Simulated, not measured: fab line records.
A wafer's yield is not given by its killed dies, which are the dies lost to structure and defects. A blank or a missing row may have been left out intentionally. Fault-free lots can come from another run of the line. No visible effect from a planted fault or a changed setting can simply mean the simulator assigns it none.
fab line records + flow sky130
[record]
- lots = 12
- wafers = 36
- lastDay = 50
route steps=708 shown SONOS_ONO@182 POLY_GATE@205 RES_PROTECT@210 LDD_P@265
lots untouched by any fault: they come from a run of this same line in which no faults occurred
startH: start of the lot's first displayed wafer, in hours after the record's first day + waitH: hours since the lot's step before + " identical to the entry in the row above + L1.1+2: several wafers, shown together as one row + - no value, or no start was given + * or withheld: withheld + < > ~ a bound
route shown NAME@n: NAME is a module with steps in the file, n the number in the route of the first one + usual: mean/standard deviation of fault-free wafers + same: alike in all rows + chamber/n: place in a boat + sites: the reading at each site + _std_site: standard deviation across them + _edge_site: mean of outer sites minus mean of inner sites + radiusMm: for every site, how far away it sits from the centre of the wafer + mask NAME#n: copy n + behind: the most recent tool/chamber to have shaped the wafer + hold: why the lot went on hold/how many hours it stayed there/how the hold came to an end + device: the n, p or np transistor that did not switch + end of line: the same wafers' tests at the end of the route + a step given without rows: its recipe and nothing more + killed: dies lost to structure and defects at the first sort, not the wafer's yield + map: dies across one wafer; x = killed, . = not, _ = none there
set.NAME: the setting that was run; set.NAME@STEP: the one run at that earlier step + model.NAME: the simulator's own value behind a step, which no gauge read
steps of the route over a sample of lots; a table a step, a row a wafer
services: a tool's chamber out of use, with start hour (startH, from the record's first day; less than 0 if before it), hours out, and reason
[[steps]]
[step SKY_SONOS_ONO_OVL_MEAS_14]
[usual]
- SONOS_ONO_OVL = -1.0/1.2
| lot.wafer | tool       | chamber | startH | waitH | SONOS_ONO_OVL[nm] |
|-----------|------------|---------|--------|-------|-------------------|
| L403.2    | overlay-02 | -       | 294.85 | 0.1   | -0.6              |
| L403.3    | "          | -       | "      | "     | 0.3               |
| L403.6    | "          | -       | "      | "     | -0.4              |
| L404.1    | overlay-01 | -       | 297.09 | 0.1   | -3.1              |
| L404.2    | "          | -       | "      | "     | -2.5              |
| L404.3    | "          | -       | "      | "     | -1.8              |
| L407.2    | overlay-02 | -       | 323.78 | 0.1   | -1.5              |
| L407.3    | "          | -       | "      | "     | -0.5              |
| L407.6    | "          | -       | "      | "     | -2.6              |
| L409.3    | overlay-01 | -       | 337.44 | 0.1   | -1.9              |
| L409.4    | "          | -       | "      | "     | 0.0               |
| L409.6    | "          | -       | "      | "     | 0.2               |
| L414.1    | overlay-01 | -       | 383.74 | 0.1   | -0.3              |
| L414.3    | "          | -       | "      | "     | -1.4              |
| L414.5    | "          | -       | "      | "     | 0.4               |
| L419.1    | overlay-02 | -       | 425.84 | 0.1   | -0.6              |
| L419.3    | "          | -       | "      | "     | 0.2               |
| L419.6    | "          | -       | "      | "     | -1.0              |
| L420.1    | overlay-02 | -       | 432.37 | 0.1   | -1.1              |
| L420.2    | "          | -       | "      | "     | -1.0              |
| L420.6    | "          | -       | "      | "     | -1.4              |
| L421.1    | overlay-01 | -       | 435.64 | 0.1   | -2.6              |
| L421.3    | "          | -       | "      | "     | -1.3              |
| L421.6    | "          | -       | "      | "     | -2.5              |
| L422.4    | overlay-02 | -       | 443.21 | 0.1   | -2.6              |
| L422.5    | "          | -       | "      | "     | -2.4              |
| L422.6    | "          | -       | "      | "     | -1.9              |
| L423.1    | overlay-01 | -       | 453.07 | 0.1   | -0.2              |
| L423.3    | "          | -       | "      | "     | -1.8              |
| L423.4    | "          | -       | "      | "     | -0.1              |
| L424.4    | overlay-01 | -       | 478.99 | 0.1   | -1.5              |
| L424.5    | "          | -       | "      | "     | -0.5              |
| L424.6    | "          | -       | "      | "     | -1.8              |
| L425.1    | overlay-01 | -       | 480.04 | 0.1   | -2.7              |
| L425.3    | "          | -       | "      | "     | -0.8              |
| L425.6    | "          | -       | "      | "     | -2.3              |
[step SKY_POLY_GATE_THK_MEAS_01]
[recipe]
- reads = poly-Si_of_POLY_GATE_CVD_00
[usual]
- POLY_GATE_CVD_00_THK = 180.7/1.3
| lot.wafer | tool         | chamber | startH | waitH | POLY_GATE_CVD_00_THK[nm] |
|-----------|--------------|---------|--------|-------|--------------------------|
| L403.2    | filmMetro-03 | -       | 328.32 | 0.0   | 181.2                    |
| L403.3    | "            | -       | "      | "     | 181.8                    |
| L403.6    | "            | -       | "      | "     | 183.5                    |
| L404.1    | filmMetro-01 | -       | 330.98 | 0.0   | 183.4                    |
| L404.2    | "            | -       | "      | "     | 182.9                    |
| L404.3    | "            | -       | "      | "     | 183.7                    |
| L407.2    | filmMetro-03 | -       | 355.48 | 0.0   | 180.3                    |
| L407.3    | "            | -       | "      | "     | 181.0                    |
| L407.6    | "            | -       | "      | "     | 181.1                    |
| L409.3    | filmMetro-01 | -       | 375.01 | 0.0   | 180.8                    |
| L409.4    | "            | -       | "      | "     | 180.5                    |
| L409.6    | "            | -       | "      | "     | 180.6                    |
| L414.1    | filmMetro-04 | -       | 422.41 | 0.0   | 181.4                    |
| L414.3    | "            | -       | "      | "     | 179.9                    |
| L414.5    | "            | -       | "      | "     | 182.8                    |
| L419.1    | filmMetro-03 | -       | 463.45 | 0.0   | 181.7                    |
| L419.3    | "            | -       | "      | "     | 180.5                    |
| L419.6    | "            | -       | "      | "     | 181.4                    |
| L420.1    | filmMetro-03 | -       | 468.88 | 0.0   | 180.1                    |
| L420.2    | "            | -       | "      | "     | 180.0                    |
| L420.6    | "            | -       | "      | "     | 179.6                    |
| L421.1    | filmMetro-04 | -       | 474.56 | 0.0   | 180.5                    |
| L421.3    | "            | -       | "      | "     | 181.1                    |
| L421.6    | "            | -       | "      | "     | 181.3                    |
| L422.4    | filmMetro-03 | -       | 479.38 | 0.0   | 181.7                    |
| L422.5    | "            | -       | "      | "     | 183.4                    |
| L422.6    | "            | -       | "      | "     | 181.0                    |
| L423.1    | filmMetro-04 | -       | 488.25 | 0.0   | 178.6                    |
| L423.3    | "            | -       | "      | "     | 179.4                    |
| L423.4    | "            | -       | "      | "     | 178.3                    |
| L424.4    | filmMetro-01 | -       | 514.84 | 0.0   | 178.8                    |
| L424.5    | "            | -       | "      | "     | 179.0                    |
| L424.6    | "            | -       | "      | "     | 179.6                    |
| L425.1    | filmMetro-04 | -       | 516.34 | 0.0   | 181.6                    |
| L425.3    | "            | -       | "      | "     | 181.3                    |
| L425.6    | "            | -       | "      | "     | 181.1                    |
[step SKY_RES_PROTECT_EXPOSE_04]
[recipe]
- maskId = RPM
- na = 0.6
- sourceShape = conventional
- sigmaOuter = 0.6
- polarization = unpolarized
- targetCdNm = 1270
- doseMj = 131
[usual]
- focusOffsetNm = -0.1/0.57
[same]
- na = 0.6
- sigmaOuter = 0.6
| lot.wafer | tool            | chamber | startH | waitH | mask  | focusOffsetNm |
|-----------|-----------------|---------|--------|-------|-------|---------------|
| L403.2    | ilineStepper-02 | 0       | 341.30 | -     | RPM#0 | -0.3          |
| L403.3    | "               | 0       | "      | "     | RPM#0 | -0.6          |
| L403.6    | "               | 0       | "      | "     | RPM#0 | 0.3           |
| L404.1    | ilineStepper-01 | 0       | 343.42 | -     | RPM#0 | -0.2          |
| L404.2    | "               | 0       | "      | "     | RPM#0 | -0.8          |
| L404.3    | "               | 0       | "      | "     | RPM#0 | 0.2           |
| L407.2    | ilineStepper-01 | 0       | 369.27 | -     | RPM#0 | -0.1          |
| L407.3    | "               | 0       | "      | "     | RPM#0 | -0.3          |
| L407.6    | "               | 0       | "      | "     | RPM#0 | -0.1          |
| L409.3    | ilineStepper-02 | 0       | 390.57 | -     | NTM#0 | 0.8           |
| L409.4    | "               | 0       | "      | "     | NTM#0 | -0.5          |
| L409.6    | "               | 0       | "      | "     | NTM#0 | -1.0          |
| L414.1    | ilineStepper-01 | 0       | 437.42 | -     | RPM#0 | 0.1           |
| L414.3    | "               | 0       | "      | "     | RPM#0 | 0.1           |
| L414.5    | "               | 0       | "      | "     | RPM#0 | 0.0           |
| L419.1    | ilineStepper-02 | 0       | 479.09 | -     | RPM#0 | 0.8           |
| L419.3    | "               | 0       | "      | "     | RPM#0 | 0.5           |
| L419.6    | "               | 0       | "      | "     | RPM#0 | 1.0           |
| L420.1    | ilineStepper-02 | 0       | 484.37 | -     | RPM#0 | -0.3          |
| L420.2    | "               | 0       | "      | "     | RPM#0 | -0.6          |
| L420.6    | "               | 0       | "      | "     | RPM#0 | -0.2          |
| L421.1    | ilineStepper-02 | 0       | 489.65 | -     | RPM#0 | -0.3          |
| L421.3    | "               | 0       | "      | "     | RPM#0 | -0.6          |
| L421.6    | "               | 0       | "      | "     | RPM#0 | -0.3          |
| L422.4    | ilineStepper-02 | 0       | 494.53 | -     | RPM#0 | -0.2          |
| L422.5    | "               | 0       | "      | "     | RPM#0 | 0.2           |
| L422.6    | "               | 0       | "      | "     | RPM#0 | 0.6           |
| L423.1    | ilineStepper-01 | 0       | 503.70 | -     | RPM#0 | 0.9           |
| L423.3    | "               | 0       | "      | "     | RPM#0 | 0.0           |
| L423.4    | "               | 0       | "      | "     | RPM#0 | 1.0           |
| L424.4    | ilineStepper-02 | 0       | 530.44 | -     | RPM#0 | 1.3           |
| L424.5    | "               | 0       | "      | "     | RPM#0 | -0.5          |
| L424.6    | "               | 0       | "      | "     | RPM#0 | -1.0          |
| L425.1    | ilineStepper-02 | 0       | 531.72 | -     | RPM#0 | -0.3          |
| L425.3    | "               | 0       | "      | "     | RPM#0 | -1.2          |
| L425.6    | "               | 0       | "      | "     | RPM#0 | -0.2          |
[step SKY_RES_PROTECT_TW_MEAS_08]
[usual]
- POLY_GATE_TW = 4015/34
| lot.wafer | tool         | chamber | startH | waitH | POLY_GATE_TW |
|-----------|--------------|---------|--------|-------|--------------|
| L403.2    | filmMetro-03 | -       | 354.55 | 0.1   | 4081         |
| L403.3    | "            | -       | "      | "     | 4074         |
| L403.6    | "            | -       | "      | "     | 4064         |
| L404.1    | filmMetro-01 | -       | 357.40 | 0.1   | 3988         |
| L404.2    | "            | -       | "      | "     | 4035         |
| L404.3    | "            | -       | "      | "     | 3989         |
| L407.2    | filmMetro-01 | -       | 382.55 | 0.1   | 3966         |
| L407.3    | "            | -       | "      | "     | 3985         |
| L407.6    | "            | -       | "      | "     | 3980         |
| L409.3    | filmMetro-01 | -       | 404.07 | 0.1   | 30           |
| L409.4    | "            | -       | "      | "     | 30           |
| L409.6    | "            | -       | "      | "     | 30           |
| L414.1    | filmMetro-01 | -       | 453.50 | 0.1   | 4027         |
| L414.3    | "            | -       | "      | "     | 4023         |
| L414.5    | "            | -       | "      | "     | 3994         |
| L419.1    | filmMetro-01 | -       | 494.12 | 0.1   | 3992         |
| L419.3    | "            | -       | "      | "     | 4013         |
| L419.6    | "            | -       | "      | "     | 4031         |
| L420.1    | filmMetro-03 | -       | 499.52 | 0.1   | 4110         |
| L420.2    | "            | -       | "      | "     | 4094         |
| L420.6    | "            | -       | "      | "     | 4087         |
| L421.1    | filmMetro-01 | -       | 505.25 | 0.1   | 4023         |
| L421.3    | "            | -       | "      | "     | 4018         |
| L421.6    | "            | -       | "      | "     | 4009         |
| L422.4    | filmMetro-02 | -       | 509.90 | 0.1   | 3983         |
| L422.5    | "            | -       | "      | "     | 3978         |
| L422.6    | "            | -       | "      | "     | 3989         |
| L423.1    | filmMetro-03 | -       | 519.95 | 0.1   | 4057         |
| L423.3    | "            | -       | "      | "     | 4052         |
| L423.4    | "            | -       | "      | "     | 4056         |
| L424.4    | filmMetro-02 | -       | 545.65 | 0.1   | 4004         |
| L424.5    | "            | -       | "      | "     | 4034         |
| L424.6    | "            | -       | "      | "     | 4003         |
| L425.1    | filmMetro-02 | -       | 546.94 | 0.1   | 4000         |
| L425.3    | "            | -       | "      | "     | 4020         |
| L425.6    | "            | -       | "      | "     | 4020         |
[step SKY_LDD_P_STRIP_10]
[recipe]
- chemistry = O2/N2
- powerW = 1400
- pressureMtorr = 1500
- platenTempC = withheld
- o2FlowSccm = 3000
- n2FlowSccm = 300
- overashFraction = 0.5
[usual]
- drypumpMotorCurrentA = 5.9/0.54
- oesProductAu = 0.716/0.0046
- stripTimeToEndpointS = 14.17/0.04
| lot.wafer | tool           | chamber | startH | waitH | drypumpMotorCurrentA | oesProductAu | rfHoursCounterH | stripTimeToEndpointS |
|-----------|----------------|---------|--------|-------|----------------------|--------------|-----------------|----------------------|
| L403.2    | plasmaAsher-02 | 0       | 450.39 | 0.1   | 5.0                  | 0.724        | 62              | 14.15                |
| L403.3    | "              | 1       | "      | "     | 6.1                  | 0.713        | -               | 14.18                |
| L403.6    | "              | 0       | "      | "     | 5.0                  | 0.720        | -               | 14.21                |
| L404.1    | plasmaAsher-04 | 1       | 457.28 | 0.1   | 5.8                  | 0.714        | 78              | 14.19                |
| L404.2    | "              | 0       | "      | "     | 6.6                  | 0.715        | 78              | 14.18                |
| L404.3    | "              | 0       | "      | "     | 6.6                  | 0.712        | -               | 14.20                |
| L407.2    | plasmaAsher-04 | 1       | 479.84 | 0.1   | 5.8                  | 0.704        | 80              | 14.19                |
| L407.3    | "              | 0       | "      | "     | 6.6                  | 0.724        | -               | 14.19                |
| L407.6    | "              | 0       | "      | "     | 6.6                  | 0.713        | -               | 14.21                |
| L409.3    | plasmaAsher-03 | 0       | 503.36 | 0.1   | 6.0                  | 0.717        | -               | 14.14                |
| L409.4    | "              | 1       | "      | "     | 6.2                  | 0.720        | -               | 14.12                |
| L409.6    | "              | 1       | "      | "     | 6.2                  | 0.714        | -               | 14.16                |
| L414.1    | plasmaAsher-03 | 0       | 550.04 | 0.1   | 6.0                  | 0.711        | 12              | 14.17                |
| L414.3    | "              | 1       | "      | "     | 6.2                  | 0.728        | -               | 14.15                |
| L414.5    | "              | 1       | "      | "     | 6.2                  | 0.712        | -               | 14.17                |
| L419.1    | plasmaAsher-03 | 1       | 590.38 | 0.1   | 6.2                  | 0.730        | 16              | 14.20                |
| L419.3    | "              | 0       | "      | "     | 5.9                  | 0.716        | -               | 14.14                |
| L419.6    | "              | 0       | "      | "     | 5.9                  | 0.713        | -               | 14.18                |
| L420.1    | plasmaAsher-02 | 1       | 595.93 | 0.1   | 6.0                  | 0.709        | 76              | 14.20                |
| L420.2    | "              | 0       | "      | "     | 5.0                  | 0.720        | 76              | 14.21                |
| L420.6    | "              | 0       | "      | "     | 5.0                  | 0.717        | -               | 14.24                |
| L421.1    | plasmaAsher-04 | 0       | 602.28 | 0.1   | 6.6                  | 0.705        | 92              | 14.09                |
| L421.3    | "              | 1       | "      | "     | 5.8                  | 0.711        | -               | 14.14                |
| L421.6    | "              | 1       | "      | "     | 5.8                  | 0.722        | -               | 14.15                |
| L422.4    | plasmaAsher-04 | 0       | 604.61 | 0.1   | 6.6                  | 0.721        | -               | 14.17                |
| L422.5    | "              | 1       | "      | "     | 5.8                  | 0.712        | -               | 14.17                |
| L422.6    | "              | 0       | "      | "     | 6.6                  | 0.720        | -               | 14.18                |
| L423.1    | plasmaAsher-02 | 0       | 614.49 | 0.1   | 5.0                  | 0.716        | 77              | 14.14                |
| L423.3    | "              | 1       | "      | "     | 6.1                  | 0.713        | -               | 14.14                |
| L423.4    | "              | 0       | "      | "     | 4.9                  | 0.717        | -               | 14.15                |
| L425.1    | plasmaAsher-03 | 1       | 639.58 | 0.1   | 6.2                  | 0.717        | 21              | 14.20                |
| L425.3    | "              | 0       | "      | "     | 5.9                  | 0.717        | -               | 14.20                |
| L425.6    | "              | 0       | "      | "     | 5.9                  | 0.716        | -               | 14.21                |
| L424.4    | plasmaAsher-02 | 0       | 641.78 | 0.1   | 5.0                  | 0.716        | -               | 14.19                |
| L424.5    | "              | 0       | "      | "     | 5.0                  | 0.721        | -               | 14.19                |
| L424.6    | "              | 1       | "      | "     | 6.1                  | 0.715        | -               | 14.16                |
[[services]]
| tool            | chamber | startH | hours | kind   |
|-----------------|---------|--------|-------|--------|
| ilineStepper-02 | -       | 328.10 | 1.7   | pm     |
| ilineStepper-02 | -       | 352.42 | 4.4   | pm     |
| ilineStepper-01 | -       | 353.13 | 2.0   | repair |
| ilineStepper-02 | -       | 364.95 | 4.3   | pm     |
| plasmaAsher-03  | -       | 381.66 | 4.0   | pm     |
| ilineStepper-02 | -       | 393.78 | 4.7   | repair |
| plasmaAsher-02  | -       | 403.98 | 2.8   | pm     |
| plasmaAsher-02  | -       | 415.85 | 15.6  | pm     |
| plasmaAsher-03  | -       | 420.25 | 15.6  | pm     |
| ilineStepper-02 | -       | 424.57 | 2.7   | repair |
| plasmaAsher-03  | -       | 435.85 | 9.0   | pm     |
| ilineStepper-02 | -       | 462.49 | 6.2   | repair |
| plasmaAsher-02  | -       | 478.57 | 10.8  | repair |
| ilineStepper-01 | -       | 478.67 | 3.9   | repair |
| plasmaAsher-02  | -       | 483.34 | 8.6   | repair |
| ilineStepper-01 | -       | 483.81 | 1.7   | pm     |
| plasmaAsher-04  | -       | 497.68 | 14.6  | pm     |
| ilineStepper-02 | -       | 502.64 | 15.6  | repair |
| plasmaAsher-03  | -       | 508.99 | 1.5   | repair |
| ilineStepper-02 | -       | 546.28 | 1.7   | pm     |
| ilineStepper-02 | -       | 585.55 | 10.3  | repair |
| plasmaAsher-04  | -       | 588.68 | 2.8   | pm     |
| ilineStepper-01 | -       | 623.63 | 1.2   | repair |
| plasmaAsher-04  | -       | 633.45 | 12.5  | repair |
[[key]]
[firstSign]
- step = SKY_RES_PROTECT_EXPOSE_04
- reading = mask
- direction = changed
[effect]
- step = SKY_RES_PROTECT_TW_MEAS_08
- reading = POLY_GATE_TW
- direction = down
- sigmas = 99+
- usual = 4015
- struck = 30
metAt SKY_RES_PROTECT_EXPOSE_04
struckLots L409
testerLeftOut L409
notActingAt SKY_SONOS_ONO_OVL_MEAS_14,SKY_POLY_GATE_THK_MEAS_01,SKY_LDD_P_STRIP_10
onsetBetween 341.30 390.57
[fault]
- kind = wrongMask
- tool = any
- chamber = -
- onsetH = 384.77
- steps = SKY_RES_PROTECT_EXPOSE_04
- auxCopy = NTM#0
- scope = struckLotsOnly
// testerLeftOut: of these lots the tester's yield and bins aren't shown, on N5 and GAA mostly nor the transistor test; their killed dies are dies lost to structure and defects alone, not to doping, threshold or leakage, so they don't give the yield
